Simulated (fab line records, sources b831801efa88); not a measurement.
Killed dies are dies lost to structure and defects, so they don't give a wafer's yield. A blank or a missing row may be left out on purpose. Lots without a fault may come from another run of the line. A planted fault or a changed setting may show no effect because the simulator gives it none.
fab line records | flow sky130
record lots=14 wafers=40 last_day=49
route steps=708 shown VT_ADJUST_NCORE@122 PAD_OPEN@708
lots that met no fault: from a run of the same line without faults
start_h: hours from the record's first day to the start of the lot's first wafer shown | wait_h: hours since the lot's step before | " the same as in the row above | L1.1+2: a row that stands for several wafers | - no value, or no start given | * or withheld: withheld | < > ~ a bound
route shown NAME@n: a module of which the file shows steps, and the number in the route of the first | usual: mean/standard deviation of fault-free wafers | same: alike in all rows | chamber/n: place in a boat | sites: the reading at each site | _std_site: their standard deviation | _edge_site: outer sites' mean less inner sites' | radius_mm: how far each site lies from the wafer's centre | mask NAME#n: copy n | behind: the tool/chamber that last shaped the wafer | hold: why the lot was held/for how many hours/how that ended | device: the transistor (n, p or np) that didn't switch | end of line: the same wafers' tests at the end of the route | a step without rows: its recipe alone | killed: dies lost to structure and defects at the first sort, not the wafer's yield | map: a wafer's dies, x killed, . not, _ none there
set.NAME: the setting as run; set.NAME@STEP: as run at that earlier step | model.NAME: the simulator's own value behind a step, which no gauge read
steps of the route over a sample of lots; a table a step, a row a wafer
## steps
# step SKY_VT_ADJUST_NCORE_SOFTBAKE_03
# recipe temp_c=90 time_s=60 resist=NOVOLAK
# usual heater_power_total_W=56.60/0.049 run_length_s=88.93/0.23
# columns lot.wafer tool chamber start_h wait_h heater_power_total_W run_length_s
L120.1 litho_track-03 0 172.68 0.1 56.68 88.86
L120.5 " 0 " " 56.65 88.83
L120.6 " 0 " " 56.64 88.84
L121.3 litho_track-04 0 181.66 0.1 56.58 88.85
L121.4 " 0 " " 56.52 88.88
L121.5 " 0 " " 56.68 88.91
L122.1 litho_track-03 0 187.33 0.1 56.54 88.89
L122.3 " 0 " " 56.59 88.73
L122.6 " 0 " " 56.60 88.77
L123.1 litho_track-02 0 194.24 0.1 56.45 89.66
L123.4 " 0 " " 56.61 89.39
L123.6 " 0 " " 56.65 89.22
L124.1 litho_track-03 0 199.33 0.1 56.55 88.73
L124.2 " 0 " " 56.57 88.88
L124.3 " 0 " " 56.71 88.91
L128.1 litho_track-03 0 245.08 0.1 56.61 88.71
L128.5 " 0 " " 56.65 89.10
L128.6 " 0 " " 56.59 88.83
L127.3 litho_track-02 0 245.24 0.1 56.66 89.31
L127.4 " 0 " " 56.59 89.24
L127.5 " 0 " " 56.56 89.31
L129.1 litho_track-04 0 248.81 0.1 56.56 88.86
L129.2 " 0 " " 56.57 88.77
L129.6 " 0 " " 56.68 88.77
L130.1 litho_track-04 0 254.61 0.1 56.64 88.87
L130.3 " 0 " " 56.53 88.77
L130.5 " 0 " " 56.66 88.74
L132.2 litho_track-03 0 270.90 0.1 56.62 88.88
L132.5 " 0 " " 56.60 88.82
L132.6 " 0 " " 56.66 88.85
L133.3 litho_track-04 0 272.36 0.1 56.63 88.76
L133.4 " 0 " " 56.60 88.79
L133.6 " 0 " " 56.54 88.91
L135.2 litho_track-02 0 284.82 0.1 56.59 89.35
L135.4 " 0 " " 56.56 89.26
L135.6 " 0 " " 56.57 89.30
L136.1 litho_track-03 0 289.13 0.1 56.59 88.95
L136.2 " 0 " " 58.83 81.91
L137.3 litho_track-03 0 299.58 0.1 58.88 81.95
L137.5 " 0 " " 56.66 88.77
# step SKY_PAD_OPEN_PROBE_99
# usual killed_at_M0_to_M3=44/7.7 killed_at_M4_up=3.0/1.9 killed_at_contacts=25/5.6 killed_at_front_end=15/4.6 killed_at_other=0.3/0.47 killed_dies=86/9.9 killed_open=47/7.4 killed_short=39/5.9
# same gross_dies=492 killed_at_back_side=0
# columns lot.wafer tool chamber start_h wait_h killed_at_M0_to_M3 killed_at_M4_up killed_at_contacts killed_at_front_end killed_at_other killed_dies killed_open killed_short
L133.3 prober-02 - 1165.74 0.2 48 6 28 10 0 92 49 43
L133.4 prober-02 - 1165.79 0.2 53 3 18 16 1 91 48 43
L133.6 prober-02 - 1165.89 0.2 52 6 24 18 1 101 60 41
L132.6 prober-02 - 1166.23 0.2 34 3 28 8 0 73 40 33
# killed by level:class
L133.3 VIA1:geometric_particle:open=15 LI_CONTACT:geometric_particle:open=7 CONTACT:geometric_particle:open=7 CONTACT:geometric_particle:short=6 METAL2:geometric_particle:short=6 VIA3:geometric_particle:open=6 LOCAL_INTERCONNECT:geometric_particle:short=5 VIA1:geometric_particle:short=5
L133.4 VIA1:geometric_particle:open=15 VIA3:geometric_particle:open=10 VIA3:geometric_particle:short=10 CONTACT:geometric_particle:open=8 FIELD_ISO:geometric_particle:short=4 POLY_GATE:geometric_particle:short=4 METAL1:geometric_particle:short=4 VIA2:geometric_particle:open=4
L133.6 VIA1:geometric_particle:open=11 VIA2:geometric_particle:open=11 CONTACT:geometric_particle:open=9 VIA3:geometric_particle:open=8 LI_CONTACT:geometric_particle:open=6 VIA3:geometric_particle:short=5 METAL4:geometric_particle:short=4 FIELD_ISO:geometric_particle:open=4
L132.6 CONTACT:geometric_particle:open=13 VIA1:geometric_particle:open=6 LI_CONTACT:geometric_particle:open=5 LOCAL_INTERCONNECT:geometric_particle:short=5 METAL1:geometric_particle:short=5 VIA2:geometric_particle:open=5 FIELD_ISO:geometric_particle:open=3 VIA1:geometric_particle:short=3
## key
first_sign step=SKY_VT_ADJUST_NCORE_SOFTBAKE_03 reading=heater_power_total_W direction=up sigmas=46 usual=* struck=*
effect step=SKY_VT_ADJUST_NCORE_SOFTBAKE_03 reading=run_length_s direction=down sigmas=31 usual=* struck=*
met_at SKY_VT_ADJUST_NCORE_SOFTBAKE_03
struck_lots L136,L137
struck_wafers L136.2,L137.3
sort_left_out L136.2
tester_left_out L136,L137
onset_between 270.90 289.13
fault kind=process_parameter_drift tool=litho_track-03 chamber=- onset_h=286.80 steps=SKY_VT_ADJUST_NCORE_SOFTBAKE_03 channel=time_s offset=* shape=step end_h=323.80 scope=struck_wafers_only acts_in=* stated=*
# tester_left_out: of these lots the tester's yield and bins aren't shown, on N5 and GAA mostly nor the transistor test; their killed dies are dies lost to structure and defects alone, not to doping, threshold or leakage, so they don't give the yield
# sort_left_out: the simulated sort isn't trusted on such a fault, so these wafers' sort isn't shown, and their yield isn't known
